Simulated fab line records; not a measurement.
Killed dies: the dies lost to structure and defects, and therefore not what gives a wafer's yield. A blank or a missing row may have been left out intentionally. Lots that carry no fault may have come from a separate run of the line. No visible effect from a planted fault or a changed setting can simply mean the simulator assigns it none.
The tool behind it: which one?    flow sky130    12 lots, 35 wafers sampled, at 3 steps of a route of 708

WHAT EACH GAUGE READ, for each wafer
SKY_CAPM_RS_MEAS_03: the measuring method here is four-point-probe.
lot   measured      on            CAPM_TIN_RS (ohm/sq)
L986  day 37 06:09  filmMetro-02  6.91 6.90 6.81
L987  day 37 19:44  filmMetro-04  7.02 6.87 6.92
L989  day 38 18:55  filmMetro-01  6.95 6.96 6.84
L993  day 39 22:25  filmMetro-04  6.91 6.89 6.85
L997  day 40 14:42  filmMetro-04  6.74 6.80 6.88
L998  day 41 06:35  filmMetro-04  6.91 6.92 6.85
L999  day 41 12:36  filmMetro-04  7.05 6.88 6.89
L100  day 41 16:53  filmMetro-04  6.99 7.07
L102  day 41 21:43  filmMetro-04  6.80 7.01 6.88
L103  day 42 04:58  filmMetro-01  6.96 6.96 6.98
L105  day 42 20:25  filmMetro-01  6.81 6.86 6.85
L106  day 43 02:10  filmMetro-04  6.77 6.81 6.77

SKY_VIA3_CD_MEAS_12: target cd 200 nm.
lot   measured      on        cdNm (nm)
L986  day 40 10:55  cdSem-01  200.7 199.8 198.9
L987  day 41 00:26  cdSem-02  198.5 198.4 199.4
L989  day 41 22:16  cdSem-01  203.2 202.3 200.8
L993  day 42 23:44  cdSem-01  198.6 199.2 198.4
L997  day 43 15:35  cdSem-02  199.1 200.3 200.2
L998  day 44 07:55  cdSem-02  199.4 198.7 199.1
L999  day 44 12:11  cdSem-02  199.2 199.4 198.9
L100  day 44 16:35  cdSem-02  197.8 198.5
L102  day 44 20:27  cdSem-01  201.6 201.6 202.8
L103  day 45 02:46  cdSem-02  203.3 202.9 200.1
L105  day 45 18:26  cdSem-02  197.6 198.4 199.3
L106  day 45 21:31  cdSem-02  201.1 198.8 201.3

WHICH TOOL RAN EACH LOT (tool, then ch and the chambers of the sampled wafers, then the start)
lot   SKY_METAL3_STRIP_19
L986  plasmaAsher-02 ch 0,1, day 39 09:26
L987  plasmaAsher-01 ch 0,1, day 39 22:20
L989  plasmaAsher-01 ch 1, day 40 20:38
L993  plasmaAsher-01 ch 0,1, day 41 23:04
L997  plasmaAsher-02 ch 0,1, day 42 15:26
L998  plasmaAsher-01 ch 0,1, day 43 08:10
L999  plasmaAsher-01 ch 0, day 43 12:34
L100  plasmaAsher-02 ch 0,1, day 43 17:00
L102  plasmaAsher-01 ch 0,1, day 43 21:17
L103  plasmaAsher-04 ch 0,1, day 44 03:32
L105  plasmaAsher-04 ch 0,1, day 44 19:35
L106  plasmaAsher-04 ch 1, day 44 23:19
- SKY_METAL3_STRIP_19: strips in O2/N2.

WHAT THE TOOLS THEMSELVES READ (means of the sampled wafers that have a number; where no wafer has one, the mark that the record gives instead)
SKY_METAL3_STRIP_19.
lot   tool            drypumpMotorCurrentA (A)  o2FlowSccm (sccm)  oesProductAu (a.u.)  stripTimeToEndpointS (s)
L986  plasmaAsher-02  5.91                      2998               0.506                6.52
L987  plasmaAsher-01  5.77                      3003               0.508                6.62
L989  plasmaAsher-01  5.69                      2999               0.502                6.55
L993  plasmaAsher-01  5.84                      2992               0.506                6.53
L997  plasmaAsher-02  6.09                      3009               0.501                6.54
L998  plasmaAsher-01  5.85                      3002               0.493                6.45
L999  plasmaAsher-01  5.94                      2998               0.501                6.43
L100  plasmaAsher-02  6.00                      2982               0.506                6.61
L102  plasmaAsher-01  5.77                      3005               0.502                6.45
L103  plasmaAsher-04  6.10                      3005               0.503                6.49
L105  plasmaAsher-04  6.26                      3008               0.509                6.61
L106  plasmaAsher-04  6.45                      3005               0.502                6.54

THE ANSWER, worked out from the rows above alone
Rule: usual is defined by the lots themselves. Put in order of their means at a reading, lots are off if they are a third of the lots or fewer, leave a main group of 4 or more, and stand apart from it by a gap of 3 or more times the standard deviation of the main group's means; of several such gaps the widest counts. A main group whose means are all the same, to the digits that the tables above print for the reading, isn't used. A lot without any number at a reading at which 4 lots or more have one is off too. Where the step has rows for the other lots, those lots are counted as sound. First the gauges in route order, then the tools' own readings, where a lot's mean is used as printed above. At the first step where some lot is off, the reading lying furthest off is the one used; lots without a number count as furthest.
No lot is off at any reading shown: from this, nothing can be told.

WHAT HAD BEEN PUT IN BY THE SIMULATOR
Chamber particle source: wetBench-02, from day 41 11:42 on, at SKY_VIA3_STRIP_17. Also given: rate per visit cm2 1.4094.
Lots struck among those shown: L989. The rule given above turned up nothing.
